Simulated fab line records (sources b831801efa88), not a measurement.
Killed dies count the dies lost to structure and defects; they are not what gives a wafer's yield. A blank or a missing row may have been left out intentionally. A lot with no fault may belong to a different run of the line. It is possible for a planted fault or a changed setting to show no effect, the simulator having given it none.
fab line records	flow sky130
record lots=6	wafers=18	last-day=50
route steps=708 shown POLY_GATE@220 PAD_OPEN@708
lots that met no fault: taken from a fault-free run of the same line
start-h: the number of hours between the record's first day and the start of the first shown wafer of the lot	wait-h: hours elapsed since this lot's preceding step	" unchanged from the row above	L1.1+2: a single row standing in for several wafers	- no value present, or no start provided	* or withheld: withheld	< > ~ a bound
route shown NAME@n: NAME is a module with steps in the file, n the number in the route of the first one	usual: mean/standard deviation of fault-free wafers	same: alike in all rows	chamber/n: place in a boat	sites: per-site readings	_std_site: standard deviation across them	_edge_site: outer sites' mean less inner sites'	radius-mm: for every site, how far away it sits from the centre of the wafer	mask NAME#n: copy n	behind: the most recent tool/chamber to have shaped the wafer	hold: why the lot was held/for how many hours/how that ended	device: which transistor (n, p or np) failed to switch	end of line: at the end of the route, the tests of the same wafers	a step with no rows: only its recipe	killed: not the wafer's yield, but the dies lost to structure and defects at the first sort	map: a wafer's dies, x killed, . not, _ none there
set.NAME: the setting that was run; set.NAME@STEP: the one run at that earlier step	model.NAME: the simulator's own value behind a step, which no gauge read
certain route steps with their lots: each step a table, each wafer a row
services: when a tool's chamber went out of use (start-h, in hours from the record's first day, below 0 if earlier), for how many hours, and the reason
## steps
# step SKY_POLY_GATE_HMDS_06
# recipe prime-time-s=60	prime-temp-c=120
# step SKY_POLY_GATE_COAT_07
# recipe resist=BARC	temp-c=withheld	time-s=withheld	spin-rpm=3000	resist-thk-nm=110
# step SKY_POLY_GATE_COAT_08
# recipe resist=KrF-thick	spin-rpm=3000	resist-thk-nm=450
# step SKY_POLY_GATE_SOFTBAKE_09
# recipe temp-c=100	time-s=90	resist=KrF-thick
# step SKY_POLY_GATE_EXPOSE_10
# recipe mask-id=P1M	na=0.68	source-shape=conventional	sigma-outer=0.6	target-cd-nm=150	dose-mj=28
# step SKY_POLY_GATE_PEB_11
# recipe peb-temp-c=withheld	peb-time-s=withheld	resist=KrF-thick
# step SKY_POLY_GATE_DEVELOP_12
# recipe develop-time-s=60	resist=KrF-thick	dev-temp-c=21
# step SKY_POLY_GATE_CD_MEAS_13
# recipe target-cd-nm=150
# usual cd-nm=149.9/1.3
lot.wafer	tool	chamber	start-h	wait-h	cd-nm
L399.1	cd-sem-01	-	423.71	-	149.3
L399.3	"	-	"	"	150.0
L399.5	"	-	"	"	150.6
L408.1	cd-sem-01	-	494.96	-	150.7
L408.3	"	-	"	"	150.0
L408.6	"	-	"	"	150.7
L409.1	cd-sem-01	-	505.76	-	150.3
L409.2	"	-	"	"	148.3
L409.4	"	-	"	"	150.5
L411.1	cd-sem-01	-	519.51	-	150.1
L411.4	"	-	"	"	149.8
L411.5	"	-	"	"	150.4
L413.2	cd-sem-01	-	539.03	-	150.1
L413.4	"	-	"	"	151.0
L413.6	"	-	"	"	150.0
L415.1	cd-sem-02	-	555.21	-	149.5
L415.4	"	-	"	"	149.6
L415.5	"	-	"	"	151.1
# step SKY_POLY_GATE_OVL_MEAS_14
# usual POLY_GATE_OVL=-1/5.1
lot.wafer	tool	chamber	start-h	wait-h	POLY_GATE_OVL[nm]
L399.1	overlay-02	-	423.83	0.1	1
L399.3	"	-	"	"	5
L399.5	"	-	"	"	3
L408.1	overlay-01	-	495.08	0.1	6
L408.3	"	-	"	"	7
L408.6	"	-	"	"	4
L409.1	overlay-01	-	505.88	0.1	6
L409.2	"	-	"	"	2
L409.4	"	-	"	"	-1
L411.1	overlay-02	-	519.63	0.1	-1
L411.4	"	-	"	"	-7
L411.5	"	-	"	"	-7
L413.2	overlay-02	-	539.13	0.1	-8
L413.4	"	-	"	"	-1
L413.6	"	-	"	"	-6
L415.1	overlay-01	-	555.33	0.1	1
L415.4	"	-	"	"	-2
L415.5	"	-	"	"	-8
# step SKY_POLY_GATE_ETCH_15
# recipe chemistry=N2/H2	target=BARC	ion-energy-ev=200	source-w=500	bias-w=100	pressure-mtorr=30	n2-flow-sccm=100	h2-flow-sccm=200	stop-on=SiO2	time-s=118.5	target-depth-a=1100
# usual bias-w=99.99/0.29	drypump-motor-current-A=5.9/0.5	h2-flow-sccm=200.0/0.62	n2-flow-sccm=100.00/0.28	oes-product-au=0.716/0.0046	throttle-valve-pct=13.212/0.0093
# same time-s=118.5
lot.wafer	tool	chamber	start-h	wait-h	bias-w	drypump-motor-current-A	h2-flow-sccm	n2-flow-sccm	oes-product-au	rf-hours-counter-h	throttle-valve-pct
L399.1	rie-diel-04	3	423.86	0.0	100.01	5.3	199.5	100.29	0.714	63	13.208
L399.3	"	0	"	"	100.07	6.3	200.1	99.92	0.716	21	13.206
L399.5	"	3	"	"	99.98	5.3	199.5	100.08	0.716	-	13.225
L408.1	rie-diel-04	3	495.11	0.0	100.31	5.3	198.6	100.23	0.722	64	13.216
L408.3	"	2	"	"	100.04	5.8	200.8	100.17	0.717	73	13.224
L408.6	"	2	"	"	100.28	5.8	199.4	100.03	0.716	-	13.218
L409.1	rie-diel-03	2	505.91	0.0	100.00	6.6	199.9	99.85	0.715	1	13.227
L409.2	"	0	"	"	99.85	5.9	200.3	100.18	0.725	8	13.211
L409.4	"	1	"	"	99.85	4.9	200.2	100.14	0.707	14	13.209
L411.1	rie-diel-04	2	519.66	0.0	100.41	5.8	200.8	100.01	0.712	74	13.199
L411.4	"	2	"	"	100.03	5.8	200.8	99.62	0.710	-	13.197
L411.5	"	0	"	"	99.80	6.4	200.5	99.74	0.719	-	13.211
L413.2	rie-diel-04	2	539.16	0.0	100.11	5.8	199.7	99.92	0.708	74	13.203
L413.4	"	0	"	"	99.72	6.3	200.3	99.99	0.711	-	13.226
L413.6	"	3	"	"	99.63	5.3	199.8	100.29	0.717	-	13.211
L415.1	rie-diel-04	0	555.36	0.0	100.03	6.4	198.9	100.05	0.715	25	13.214
L415.4	"	0	"	"	99.87	6.4	199.9	100.69	0.713	-	13.199
L415.5	"	2	"	"	100.03	5.8	199.4	99.92	0.718	-	13.211
# step SKY_POLY_GATE_ETCH_16
# recipe stop-on=poly-Si	chemistry=CH3F/O2	target=Si3N4	source-w=400	bias-w=80	pressure-mtorr=25	ch3f-flow-sccm=40	O2_flow_sccm=30	time-s=147.5	target-depth-a=750
# usual bias-w=80.01/0.24	drypump-motor-current-A=5.9/0.5	oes-product-au=0.640/0.0051	throttle-valve-pct=10.536/0.0084
# same time-s=147.5
lot.wafer	tool	chamber	start-h	wait-h	bias-w	drypump-motor-current-A	oes-product-au	rf-hours-counter-h	throttle-valve-pct
L399.1	rie-diel-04	3	423.95	0.0	80.00	5.2	0.644	63	10.536
L399.3	"	0	"	"	80.07	6.3	0.641	21	10.525
L399.5	"	3	"	"	79.54	5.2	0.636	-	10.544
L408.1	rie-diel-04	3	495.20	0.0	79.79	5.3	0.639	65	10.544
L408.3	"	2	"	"	80.32	5.8	0.646	73	10.542
L408.6	"	2	"	"	80.25	5.8	0.641	-	10.537
L409.1	rie-diel-03	2	506.00	0.0	80.04	6.6	0.644	1	10.537
L409.2	"	0	"	"	79.66	5.9	0.638	8	10.542
L409.4	"	1	"	"	80.41	4.9	0.644	14	10.532
L411.1	rie-diel-04	2	519.75	0.0	80.22	5.8	0.640	74	10.542
L411.4	"	2	"	"	80.16	5.8	0.646	-	10.543
L411.5	"	0	"	"	80.19	6.3	0.642	-	10.541
L413.2	rie-diel-04	2	539.25	0.0	80.23	5.8	0.643	74	10.542
L413.4	"	0	"	"	80.29	6.3	0.640	-	10.546
L413.6	"	3	"	"	80.12	5.2	0.646	-	10.536
L415.1	rie-diel-04	0	555.49	0.1	80.30	6.3	0.645	25	10.528
L415.4	"	0	"	"	80.06	6.3	0.644	-	10.529
L415.5	"	2	"	"	79.98	5.8	0.651	-	10.550
# step SKY_POLY_GATE_ETCH_17
# recipe target-depth-nm=180	stop-on=SiO2	over-etch-frac=0.56667	chemistry=HBr/Cl2	target=poly-Si	icp-w=400	bias-w=100	pressure-mtorr=10	HBr_flow_sccm=150	Cl2_flow_sccm=50	time-s=70.5
# usual bias-w=100.01/0.3	drypump-motor-current-A=5.7/0.49	oes-product-au=0.987/0.0077	throttle-valve-pct=33.685/0.0091
# same time-s=70.5
lot.wafer	tool	chamber	start-h	wait-h	bias-w	drypump-motor-current-A	oes-product-au	rf-hours-counter-h	throttle-valve-pct
L399.1	rie-si-01	2	424.04	0.0	100.31	6.6	1.001	65	33.698
L399.3	"	0	"	"	100.56	5.4	0.989	71	33.687
L399.5	"	2	"	"	99.33	6.5	0.993	-	33.692
L408.1	rie-si-01	3	495.30	0.0	100.68	5.9	0.969	6	33.675
L408.3	"	1	"	"	99.94	6.3	0.989	2	33.689
L408.6	"	1	"	"	100.01	6.3	0.997	-	33.694
L409.1	rie-si-02	0	506.10	0.0	99.60	5.3	0.983	10	33.673
L409.2	"	1	"	"	99.91	5.8	0.992	4	33.674
L409.4	"	3	"	"	99.86	5.0	0.989	7	33.682
L411.1	rie-si-02	1	519.85	0.0	100.11	5.8	0.990	5	33.686
L411.4	"	0	"	"	99.86	5.3	0.976	10	33.673
L411.5	"	1	"	"	99.50	5.8	0.993	-	33.684
L413.2	rie-si-02	3	539.34	0.0	99.80	5.0	0.989	7	33.676
L413.4	"	1	"	"	100.31	5.8	1.004	5	33.668
L413.6	"	1	"	"	100.61	5.8	1.010	-	33.701
L415.1	rie-si-02	2	555.63	0.1	99.78	5.7	1.001	7	33.690
L415.4	"	0	"	"	100.22	5.3	0.989	10	33.679
L415.5	"	3	"	"	100.17	5.0	0.983	-	33.670
# step SKY_POLY_GATE_STRIP_18
# recipe chemistry=O2/N2	power-w=1400	pressure-mtorr=1500	platen-temp-c=withheld	o2-flow-sccm=3000	n2-flow-sccm=300	overash-fraction=0.5
# usual chamber-pressure-mTorr=1500.1/1.4	drypump-motor-current-A=5.8/0.38	n2-flow-sccm=300.1/0.95	oes-product-au=0.361/0.0046	strip-time-to-endpoint-s=3.16/0.042
lot.wafer	tool	chamber	start-h	wait-h	chamber-pressure-mTorr	drypump-motor-current-A	n2-flow-sccm	oes-product-au	rf-hours-counter-h	strip-time-to-endpoint-s	model.KrF-thick_of_POLY_GATE_COAT_08.thk-nm	model.BARC_of_POLY_GATE_COAT_07.thk-nm
L399.1	plasma-asher-01	1	424.10	0.0	1501.4	5.6	300.2	0.357	60	3.09	0	0
L399.3	"	1	"	"	1499.9	5.5	300.5	0.354	-	3.18	0	0
L399.5	"	0	"	"	1499.0	6.4	300.1	0.352	-	3.07	0	0
L408.1	plasma-asher-03	0	495.35	0.0	-	-	-	-	-	-	137.4	109.7
L408.3	"	0	"	"	-	-	-	-	-	-	137.3	109.8
L408.6	"	0	"	"	-	-	-	-	-	-	136.4	109.7
L409.1	plasma-asher-03	1	506.15	0.0	-	-	-	-	-	-	137.9	110.3
L409.2	"	0	"	"	-	-	-	-	-	-	139	110.2
L409.4	"	1	"	"	-	-	-	-	-	-	141.3	110.4
L411.1	plasma-asher-03	1	519.90	0.0	1501.3	6.0	298.5	0.367	85	3.11	0	0
L411.4	"	0	"	"	1499.5	5.1	300.3	0.358	-	3.12	0	0
L411.5	"	1	"	"	1498.0	6.0	299.2	0.363	-	3.16	0	0
L413.2	plasma-asher-03	0	539.40	0.0	1499.5	5.1	299.5	0.363	86	3.15	0	0
L413.4	"	0	"	"	1501.3	5.1	297.8	0.354	-	3.17	0	0
L413.6	"	1	"	"	1500.9	6.0	299.4	0.364	-	3.10	0	0
L415.1	plasma-asher-01	1	555.69	0.0	1498.4	5.6	301.7	0.358	73	3.13	0	0
L415.4	"	1	"	"	1501.1	5.6	299.7	0.369	-	3.19	0	0
L415.5	"	1	"	"	1501.6	5.6	300.9	0.360	-	3.13	0	0
# step SKY_POLY_GATE_CLEAN_19
# recipe chemistry=SC1/SC2	mix=1:4:20	temp-c=70	time-s=150	dry=n2-spin
# step SKY_PAD_OPEN_PROBE_99
# usual killed_at_M0_to_M3=43/7.9	killed_at_M4_up=2.9/1.8	killed-at-contacts=24/5.5	killed-at-front-end=15/4.2	killed-at-other=0.2/0.46	killed-dies=86/11	killed-on-rim=17/4.1	killed-open=47/8.1	killed-short=39/6.4
# same gross-dies=492	killed-at-back-side=0
lot.wafer	tool	chamber	start-h	wait-h	killed_at_M0_to_M3	killed_at_M4_up	killed-at-contacts	killed-at-front-end	killed-at-other	killed-dies	killed-on-rim	killed-open	killed-short
L399.1	prober-02	-	1118.26	0.1	54	7	27	13	0	101	18	48	53
L399.3	prober-02	-	1118.36	0.2	46	0	25	19	0	90	15	51	39
L399.5	prober-02	-	1118.46	0.2	48	4	21	19	0	92	18	52	40
L408.1	prober-01	-	1163.35	0.1	38	3	20	431	0	492	96	42	30
L408.3	prober-01	-	1163.45	0.2	45	3	21	423	0	492	96	43	37
L408.6	prober-01	-	1163.60	0.2	18	2	26	446	0	492	96	38	24
L409.1	prober-02	-	1168.88	0.1	51	1	22	417	1	492	96	50	43
L409.2	prober-02	-	1168.93	0.1	56	7	18	411	0	492	96	48	50
L409.4	prober-02	-	1169.03	0.2	52	4	22	414	0	492	96	49	42
L411.1	prober-02	-	1177.08	0.1	48	3	28	11	0	90	19	41	49
L411.4	prober-02	-	1177.23	0.2	42	4	26	11	0	83	23	39	44
L411.5	prober-02	-	1177.28	0.2	39	3	25	19	1	87	20	53	34
L413.2	prober-02	-	1185.13	0.1	42	2	30	25	1	100	21	51	49
L413.4	prober-02	-	1185.23	0.2	50	4	24	20	0	98	18	50	48
L413.6	prober-02	-	1185.33	0.2	35	2	24	7	0	68	14	33	35
L415.1	prober-02	-	1195.03	0.1	32	6	24	14	0	76	13	43	33
L415.4	prober-02	-	1195.18	0.2	36	6	26	18	0	86	16	60	26
L415.5	prober-02	-	1195.23	0.2	33	3	25	29	0	90	19	57	33
# killed by level:class
L399.1 VIA1:geometric-particle:open=13 VIA3:geometric-particle:open=10 VIA1:geometric-particle:short=9 CONTACT:geometric-particle:open=7 POLY_GATE:geometric-particle:short=6 LI_CONTACT:geometric-particle:open=6 CONTACT:geometric-particle:short=6 METAL4:geometric-particle:short=6
L399.3 VIA1:geometric-particle:open=14 LI_CONTACT:geometric-particle:open=8 CONTACT:geometric-particle:open=8 POLY_GATE:geometric-particle:short=7 POLY_GATE:geometric-particle:open=7 VIA3:geometric-particle:short=6 METAL1:geometric-particle:short=5 METAL2:geometric-particle:short=5
L399.5 VIA1:geometric-particle:open=13 LI_CONTACT:geometric-particle:open=10 VIA3:geometric-particle:open=7 VIA2:geometric-particle:open=7 FIELD_ISO:geometric-particle:short=5 METAL1:geometric-particle:short=5 VIA1:geometric-particle:short=5 FIELD_ISO:geometric-particle:open=4
L408.1 POLY_GATE:area-oxidation=420 VIA1:geometric-particle:open=8 VIA3:geometric-particle:open=7 CONTACT:geometric-particle:open=6 LI_CONTACT:geometric-particle:open=5 LOCAL_INTERCONNECT:geometric-particle:short=4 CONTACT:geometric-particle:short=4 METAL2:geometric-particle:short=4
L408.3 POLY_GATE:area-oxidation=412 VIA1:geometric-particle:open=11 VIA2:geometric-particle:open=9 LI_CONTACT:geometric-particle:open=6 LOCAL_INTERCONNECT:geometric-particle:short=6 VIA3:geometric-particle:open=5 POLY_GATE:geometric-particle:short=4 METAL1:geometric-particle:short=4
L408.6 POLY_GATE:area-oxidation=430 CONTACT:geometric-particle:open=13 POLY_GATE:geometric-particle:short=7 VIA3:geometric-particle:open=6 LI_CONTACT:geometric-particle:open=5 POLY_GATE:geometric-particle:open=4 LOCAL_INTERCONNECT:geometric-particle:short=4 METAL1:geometric-particle:short=4
L409.1 POLY_GATE:area-oxidation=399 VIA2:geometric-particle:open=10 VIA1:geometric-particle:open=9 CONTACT:geometric-particle:open=7 POLY_GATE:geometric-particle:short=6 CONTACT:geometric-particle:short=6 VIA3:geometric-particle:open=6 VIA2:geometric-particle:short=5
L409.2 POLY_GATE:area-oxidation=394 VIA1:geometric-particle:short=11 VIA1:geometric-particle:open=10 METAL1:geometric-particle:short=9 VIA3:geometric-particle:open=7 POLY_GATE:geometric-particle:open=7 CONTACT:geometric-particle:open=7 METAL4:geometric-particle:short=6
L409.4 POLY_GATE:area-oxidation=401 VIA1:geometric-particle:open=14 METAL1:geometric-particle:short=8 VIA2:geometric-particle:open=7 VIA3:geometric-particle:open=6 LI_CONTACT:geometric-particle:open=6 CONTACT:geometric-particle:open=6 VIA2:geometric-particle:short=5
L411.1 LOCAL_INTERCONNECT:geometric-particle:short=9 CONTACT:geometric-particle:open=9 VIA1:geometric-particle:open=8 VIA3:geometric-particle:open=7 VIA2:geometric-particle:open=6 VIA3:geometric-particle:short=6 VIA2:geometric-particle:short=5 POLY_GATE:geometric-particle:short=5
L411.4 CONTACT:geometric-particle:open=10 VIA1:geometric-particle:open=6 VIA1:geometric-particle:short=6 VIA2:geometric-particle:open=6 VIA3:geometric-particle:short=5 LOCAL_INTERCONNECT:geometric-particle:short=5 VIA3:geometric-particle:open=5 CONTACT:geometric-particle:short=4
L411.5 VIA1:geometric-particle:open=16 LI_CONTACT:geometric-particle:open=8 CONTACT:geometric-particle:open=7 POLY_GATE:geometric-particle:short=7 VIA2:geometric-particle:open=5 FIELD_ISO:geometric-particle:open=4 METAL2:geometric-particle:short=4 POLY_GATE:geometric-particle:open=4
L413.2 VIA1:geometric-particle:open=11 CONTACT:geometric-particle:open=9 FIELD_ISO:geometric-particle:open=7 VIA1:geometric-particle:short=7 METAL3:geometric-particle:short=7 FIELD_ISO:geometric-particle:short=6 LI_CONTACT:geometric-particle:open=6 LOCAL_INTERCONNECT:geometric-particle:short=6
L413.4 FIELD_ISO:geometric-particle:open=9 VIA1:geometric-particle:open=8 CONTACT:geometric-particle:short=7 VIA2:geometric-particle:open=7 VIA3:geometric-particle:open=7 VIA2:geometric-particle:short=6 LI_CONTACT:geometric-particle:open=5 METAL3:geometric-particle:short=5
L413.6 VIA1:geometric-particle:open=11 CONTACT:geometric-particle:open=7 METAL1:geometric-particle:short=6 METAL2:geometric-particle:short=5 LI_CONTACT:geometric-particle:short=5 VIA2:geometric-particle:open=5 FIELD_ISO:geometric-particle:short=4 CONTACT:geometric-particle:short=4
L415.1 VIA1:geometric-particle:open=11 LI_CONTACT:geometric-particle:open=9 METAL1:geometric-particle:short=7 CONTACT:geometric-particle:open=5 LI_CONTACT:geometric-particle:short=5 METAL4:geometric-particle:short=4 FIELD_ISO:geometric-particle:short=3 POLY_GATE:geometric-particle:open=3
L415.4 CONTACT:geometric-particle:open=11 VIA1:geometric-particle:open=11 LI_CONTACT:geometric-particle:open=7 VIA2:geometric-particle:open=6 VIA3:geometric-particle:open=6 FIELD_ISO:geometric-particle:open=4 SPACER:geometric-particle:open=4 LOCAL_INTERCONNECT:geometric-particle:short=4
L415.5 LI_CONTACT:geometric-particle:open=10 CONTACT:geometric-particle:open=9 POLY_GATE:geometric-particle:open=7 VIA2:geometric-particle:open=6 VIA3:geometric-particle:open=6 FIELD_ISO:geometric-particle:short=5 POLY_GATE:geometric-particle:short=5 VIA1:geometric-particle:open=5
# map L408.1 (x killed, . not)
__________xxxxxxxxxx_________
________xxxxxxxxxxxxxx_______
______xxxxxxxxxxxxxxxxxx_____
_____xxxxxxxxxxxxxxxxxxxx____
____xxxxxxxxxxxxxxxxxxxxxx___
___xxxxxxxxxxxxxxxxxxxxxxxx__
__xxxxxxxxxxxxxxxxxxxxxxxxxx_
_xxxxxxxxxxxxxxxxxxxxxxxxxxxx
_xxxxxxxxxxxxxxxxxxxxxxxxxxxx
_xxxxxxxxxxxxxxxxxxxxxxxxxxxx
_xxxxxxxxxxxxxxxxxxxxxxxxxxxx
_xxxxxxxxxxxxxxxxxxxxxxxxxxxx
_xxxxxxxxxxxxxxxxxxxxxxxxxxxx
_xxxxxxxxxxxxxxxxxxxxxxxxxxxx
_xxxxxxxxxxxxxxxxxxxxxxxxxxxx
__xxxxxxxxxxxxxxxxxxxxxxxxxx_
___xxxxxxxxxxxxxxxxxxxxxxxx__
____xxxxxxxxxxxxxxxxxxxxxx___
_____xxxxxxxxxxxxxxxxxxxx____
______xxxxxxxxxxxxxxxxxx_____
________xxxxxxxxxxxxxx_______
__________xxxxxxxxxx_________
# map L409.1 (x killed, . not)
__________xxxxxxxxxx_________
________xxxxxxxxxxxxxx_______
______xxxxxxxxxxxxxxxxxx_____
_____xxxxxxxxxxxxxxxxxxxx____
____xxxxxxxxxxxxxxxxxxxxxx___
___xxxxxxxxxxxxxxxxxxxxxxxx__
__xxxxxxxxxxxxxxxxxxxxxxxxxx_
_xxxxxxxxxxxxxxxxxxxxxxxxxxxx
_xxxxxxxxxxxxxxxxxxxxxxxxxxxx
_xxxxxxxxxxxxxxxxxxxxxxxxxxxx
_xxxxxxxxxxxxxxxxxxxxxxxxxxxx
_xxxxxxxxxxxxxxxxxxxxxxxxxxxx
_xxxxxxxxxxxxxxxxxxxxxxxxxxxx
_xxxxxxxxxxxxxxxxxxxxxxxxxxxx
_xxxxxxxxxxxxxxxxxxxxxxxxxxxx
__xxxxxxxxxxxxxxxxxxxxxxxxxx_
___xxxxxxxxxxxxxxxxxxxxxxxx__
____xxxxxxxxxxxxxxxxxxxxxx___
_____xxxxxxxxxxxxxxxxxxxx____
______xxxxxxxxxxxxxxxxxx_____
________xxxxxxxxxxxxxx_______
__________xxxxxxxxxx_________
## services
tool	chamber	start-h	hours	kind
rie-si-02	1	403.35	10.2	repair
rie-diel-03	-	404.32	28.1	pm
rie-si-01	0	430.15	-	clean
rie-si-01	0	430.15	18.8	scheduled-down
rie-si-01	0	430.15	18.8	vent-cycle
rie-diel-03	2	432.42	-	clean
rie-diel-03	2	432.42	23.5	scheduled-down
rie-diel-03	2	432.42	23.5	vent-cycle
plasma-asher-01	-	442.85	4.3	pm
rie-diel-04	3	450.06	5.8	repair
rie-si-01	2	456.10	-	clean
rie-si-01	2	456.10	17.1	scheduled-down
rie-si-01	2	456.10	17.1	vent-cycle
rie-diel-04	3	464.90	6.5	repair
rie-diel-03	1	472.50	6.0	repair
rie-diel-03	0	476.00	5.0	repair
rie-diel-03	-	477.65	1.0	repair
rie-si-02	2	481.28	1.6	repair
rie-diel-04	3	502.33	9.1	repair
rie-diel-04	1	519.63	22.7	repair
rie-diel-04	1	542.38	-	clean
rie-diel-04	1	542.38	19.8	scheduled-down
rie-diel-04	1	542.38	19.8	vent-cycle
rie-diel-04	3	546.21	10.7	repair
## key
first-sign step=SKY_POLY_GATE_STRIP_18	reading=tool-record	direction=missing
effect step=SKY_PAD_OPEN_PROBE_99	reading=killed-at-front-end	direction=up	sigmas=97	usual=15	struck=424
model-effect step=SKY_POLY_GATE_STRIP_18	value=KrF-thick_of_POLY_GATE_COAT_08.thk-nm	without=0	struck=138.2
more-kills-born-at SKY_POLY_GATE_OXIDATION_20@furnace-02=1262	SKY_POLY_GATE_OXIDATION_20@furnace-01=1194
met-at SKY_POLY_GATE_STRIP_18
struck-wafers L408.1,L408.3,L408.6,L409.1,L409.2,L409.4
later-rows-left-out L408.1,L408.3,L408.6,L409.1,L409.2,L409.4
tester-left-out L408,L409
fault kind=skipped-step-whole	tool=plasma-asher-03	chamber=-	onset-h=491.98	steps=SKY_POLY_GATE_STRIP_18	scope=struck-lots-only
# tester-left-out: of these lots the tester's yield and bins aren't shown, on N5 and GAA mostly nor the transistor test; their killed dies are dies lost to structure and defects alone, not to doping, threshold or leakage, so they don't give the yield
# later-rows-left-out: the simulator's readings of these wafers behind a module that went badly wrong aren't trusted and aren't shown, but for the sort
